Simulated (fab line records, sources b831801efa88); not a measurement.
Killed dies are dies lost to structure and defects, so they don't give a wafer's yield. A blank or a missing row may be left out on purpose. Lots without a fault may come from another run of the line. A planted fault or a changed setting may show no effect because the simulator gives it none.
A struck lot beside a sound one | flow gf180mcu | 33 steps out of a route of 602
Sound: wafers L257.1, L257.3, L257.4. Struck: wafers L261.2, L261.4, L261.6. The cause comes at the end.
At each step with rows: each side's tool, then ch and its chambers, then its first start. Under that, the readings that differ: sound wafers | struck wafers | difference of the means | sigmas: that difference in standard deviations of wafers without a fault.
alike: readings whose means differ by less than 2 such deviations, and words and numbers that are the same on both sides. not compared: withheld readings, readings that some wafer has no value for, bounds like >300 that may hide the same value, and numbers for which the record gives no deviation and whose values overlap.
The two part at a step that has a row with sigmas, a row that says differs or no value, or rows on one side only. Numbers that don't overlap but have no deviation are shown without sigmas and don't part them. A reading that every wafer of one side lacks parts them only if that side has two wafers or more.

first, 3 steps without rows for these wafers: GF_LVPWELL_EXPOSE_04 (exposes mask LVPWELL, target cd 600 nm); GF_LVPWELL_PEB_05; GF_LVPWELL_DEVELOP_06 (develop time 60 s).
GF_LVPWELL_OVL_MEAS_07:
  sound on overlay-01, day 4 06:32; struck on overlay-01, day 5 00:11
  alike: LVPWELL_OVL
then, 2 steps without rows for these wafers: GF_LVPWELL_IMPLANT_08; GF_LVPWELL_IMPLANT_09.
GF_LVPWELL_STRIP_10: strips in O2/N2.
  sound on plasma_asher-03 ch 0,1, day 4 06:52; struck on plasma_asher-04 ch 0,1, day 5 00:31
  alike: drypump_motor_current_A, heater_power_w, oes_product_au, strip_time_to_endpoint_s
  not compared: rf_hours_counter_h
GF_LVPWELL_TW_MEAS_11:
  sound on film_metro-01, day 4 06:58; struck on film_metro-02, day 5 00:38
  alike: LVPWELL_TW
then, 4 steps without rows for these wafers: GF_MVSD_DEHYDRATE_00 (time 60 s); GF_MVSD_HMDS_01 (prime time 60 s); GF_MVSD_COAT_02 (resist thk 3000 nm); GF_MVSD_SOFTBAKE_03.
GF_MVSD_EXPOSE_04: exposes mask MVSD, target cd 1000 nm.
  sound on iline_stepper-01 ch 0, day 4 13:40; struck on iline_stepper-01 ch 0, day 5 08:16
  reading | sound                | struck                  | difference | sigmas
  mask    | MVSD#0 MVSD#0 MVSD#0 | MVPSD#0 MVPSD#0 MVPSD#0 | differs    |
then, 2 steps without rows for these wafers: GF_MVSD_PEB_05; GF_MVSD_DEVELOP_06 (develop time 60 s).
GF_MVSD_OVL_MEAS_07:
  sound on overlay-01, day 4 20:34; struck on overlay-01, day 5 14:50
  reading       | sound          | struck | difference                    | sigmas
  MVSD_OVL (nm) | -0.6 -0.1 -0.9 | - - -  | no value on the struck wafers |
then, 2 steps without rows for these wafers: GF_MVSD_IMPLANT_08; GF_MVSD_IMPLANT_09.
GF_MVSD_STRIP_10: strips in O2/N2.
  sound on plasma_asher-01 ch 0,1, day 4 20:54; struck on plasma_asher-03 ch 0, day 5 15:10
  reading            | sound       | struck      | difference | sigmas
  heater_power_w (W) | 351 394 346 | 306 304 304 | -59        | -2
  alike: drypump_motor_current_A, oes_product_au, strip_time_to_endpoint_s
  not compared: rf_hours_counter_h
GF_MVSD_TW_MEAS_11:
  sound on film_metro-02, day 4 21:00; struck on film_metro-03, day 5 15:17
  reading | sound          | struck   | difference | sigmas
  MVSD_TW | 1583 1581 1584 | 30 30 30 | -1553      | -99 or more
then, 7 steps without rows for these wafers: GF_MVPSD_DEHYDRATE_00 (time 60 s); GF_MVPSD_HMDS_01 (prime time 60 s); GF_MVPSD_COAT_02 (resist thk 3000 nm); GF_MVPSD_SOFTBAKE_03; GF_MVPSD_EXPOSE_04 (exposes mask MVPSD, target cd 1000 nm); GF_MVPSD_PEB_05; GF_MVPSD_DEVELOP_06 (develop time 60 s).
GF_MVPSD_OVL_MEAS_07:
  sound on overlay-01, day 5 11:29; struck on overlay-02, day 6 06:04
  alike: MVPSD_OVL
then, 2 steps without rows for these wafers: GF_MVPSD_IMPLANT_08; GF_MVPSD_IMPLANT_09.
GF_MVPSD_STRIP_10: strips in O2/N2.
  sound on plasma_asher-02 ch 0,1, day 5 11:49; struck on plasma_asher-03 ch 0,1, day 6 06:24
  alike: drypump_motor_current_A, heater_power_w, oes_product_au, strip_time_to_endpoint_s
  not compared: rf_hours_counter_h
GF_MVPSD_TW_MEAS_11:
  sound on film_metro-02, day 5 11:55; struck on film_metro-02, day 6 06:31
  reading  | sound       | struck         | difference | sigmas
  MVPSD_TW | 554 558 554 | 1601 1599 1608 | +1047      | +99 or more
then, 1 step without rows for these wafers: GF_VT_IMPLANT_DEHYDRATE_00 (time 60 s).

WHERE THEY PART
First at GF_MVSD_EXPOSE_04; last, within this record, at GF_MVPSD_TW_MEAS_11.

WHY: what the simulator had put in
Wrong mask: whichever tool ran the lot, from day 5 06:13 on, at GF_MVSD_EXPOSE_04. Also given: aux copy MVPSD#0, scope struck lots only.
